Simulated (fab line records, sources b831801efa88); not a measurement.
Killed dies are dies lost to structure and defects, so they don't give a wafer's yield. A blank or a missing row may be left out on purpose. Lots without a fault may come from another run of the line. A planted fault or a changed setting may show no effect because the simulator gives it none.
Chamber matching | flow gf180mcu | GF_STI_ETCH_14 on rie_si-02: 4 sister chambers
The step etches Si in HBr/Cl2/O2, target depth 360 nm, time 102.9 s. 38 wafers are shown with their chamber, then 12 later ones without.

WAFERS WITH THEIR CHAMBER
wafer  | chamber | drypump_motor_current_A (A) | oes_product_au (a.u.) | throttle_valve_pct (%)
L074.3 | 0       | 5.5                         | 1.007                 | 25.649
L074.5 | 2       | 5.6                         | 0.988                 | 25.672
L074.6 | 3       | 4.8                         | 1.013                 | 25.660
L075.2 | 3       | 4.8                         | 0.998                 | 25.667
L075.3 | 0       | 5.5                         | 1.006                 | 25.664
L075.5 | 3       | 4.8                         | 1.005                 | 25.653
L076.4 | 2       | 5.6                         | 0.991                 | 25.662
L076.5 | 2       | 5.6                         | 0.993                 | 25.667
L076.6 | 1       | 5.7                         | 0.994                 | 25.661
L077.3 | 3       | 4.8                         | 1.008                 | 25.637
L077.5 | 3       | 4.9                         | 1.008                 | 25.656
L077.6 | 2       | 5.6                         | 0.990                 | 25.651
L080.1 | 1       | 5.7                         | 0.996                 | 25.677
L080.2 | 3       | 4.8                         | 1.008                 | 25.654
L080.3 | 0       | 5.5                         | 1.019                 | 25.651
L081.2 | 0       | 5.5                         | 1.007                 | 25.644
L081.4 | 1       | 5.8                         | 0.996                 | 25.665
L081.6 | 1       | 5.7                         | 1.004                 | 25.654
L082.3 | 0       | 5.4                         | 0.999                 | 25.645
L082.4 | 1       | 5.7                         | 0.985                 | 25.664
L082.5 | 0       | 5.5                         | 1.004                 | 25.653
L083.1 | 0       | 5.5                         | 1.010                 | 25.655
L083.4 | 1       | 5.8                         | 0.989                 | 25.676
L083.6 | 1       | 5.7                         | 1.003                 | 25.653
L084.1 | 3       | 4.8                         | 1.010                 | 25.646
L084.2 | 1       | 5.8                         | 0.991                 | 25.660
L084.4 | 2       | 5.6                         | 0.989                 | 25.670
L085.2 | 3       | 4.8                         | 1.026                 | 25.637
L085.3 | 2       | 5.6                         | 1.002                 | 25.657
L085.5 | 3       | 4.8                         | 1.029                 | 25.647
L087.1 | 1       | 5.7                         | 1.004                 | 25.675
L087.3 | 2       | 5.6                         | 0.994                 | 25.663
L087.4 | 0       | 5.4                         | 1.019                 | 25.656
L088.2 | 0       | 5.5                         | 1.009                 | 25.654
L088.3 | 2       | 5.6                         | 0.989                 | 25.665
L088.5 | 2       | 5.6                         | 0.992                 | 25.660
L089.3 | 1       | 5.7                         | 1.008                 | 25.669
L089.4 | 2       | 5.6                         | 0.994                 | 25.662

SIGNATURES (means of the wafers above)
reading                 | chamber 0 | chamber 1 | chamber 2 | chamber 3 | scatter within a chamber
drypump_motor_current_A | 5.478     | 5.730     | 5.600     | 4.811     | 0.0366
oes_product_au          | 1.00889   | 0.99700   | 0.99220   | 1.01167   | 0.00724
throttle_valve_pct      | 25.65233  | 25.66540  | 25.66290  | 25.65078  | 0.00792
Rule: a wafer's distance from a chamber is the root of the sum, over the readings, of the square of ((its reading less the chamber's mean) divided by the reading's scatter). The wafer belongs to the nearest chamber; if the next one is less than 2 further off, it can't be placed. The scatter: the root of (the sum of the squares of (reading less its chamber's mean) over the shown wafers, divided by (wafers less chambers)).

WAFERS WITHOUT THEIR CHAMBER
wafer  | drypump_motor_current_A (A) | oes_product_au (a.u.) | throttle_valve_pct (%)
L089.6 | 5.8                         | 0.990                 | 25.650
L090.3 | 5.6                         | 0.991                 | 25.669
L090.4 | 4.8                         | 1.027                 | 25.632
L090.5 | 5.7                         | 0.997                 | 25.655
L095.1 | 5.4                         | 1.004                 | 25.668
L095.4 | 4.8                         | 1.008                 | 25.662
L095.5 | 5.5                         | 0.994                 | 25.647
L096.1 | 5.6                         | 0.987                 | 25.662
L096.3 | 5.5                         | 1.014                 | 25.646
L096.5 | 5.6                         | 0.982                 | 25.656
L097.5 | 5.7                         | 0.996                 | 25.653
L097.6 | 5.6                         | 0.993                 | 25.653

WHICH CHAMBER EACH WENT THROUGH
wafer  | from the rows above     | in truth
L089.6 | 1                       | 1
L090.3 | 2                       | 2
L090.4 | 3                       | 3
L090.5 | can't be placed: 1 or 2 | 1
L095.1 | 0                       | 0
L095.4 | 3                       | 3
L095.5 | can't be placed: 0 or 2 | 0
L096.1 | 2                       | 2
L096.3 | 0                       | 0
L096.5 | 2                       | 2
L097.5 | can't be placed: 1 or 2 | 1
L097.6 | 2                       | 2
Placed correctly: 9 of 12. Can't be placed from these rows: 3 (the true chamber is among the candidates in 3). Placed wrongly: 0.
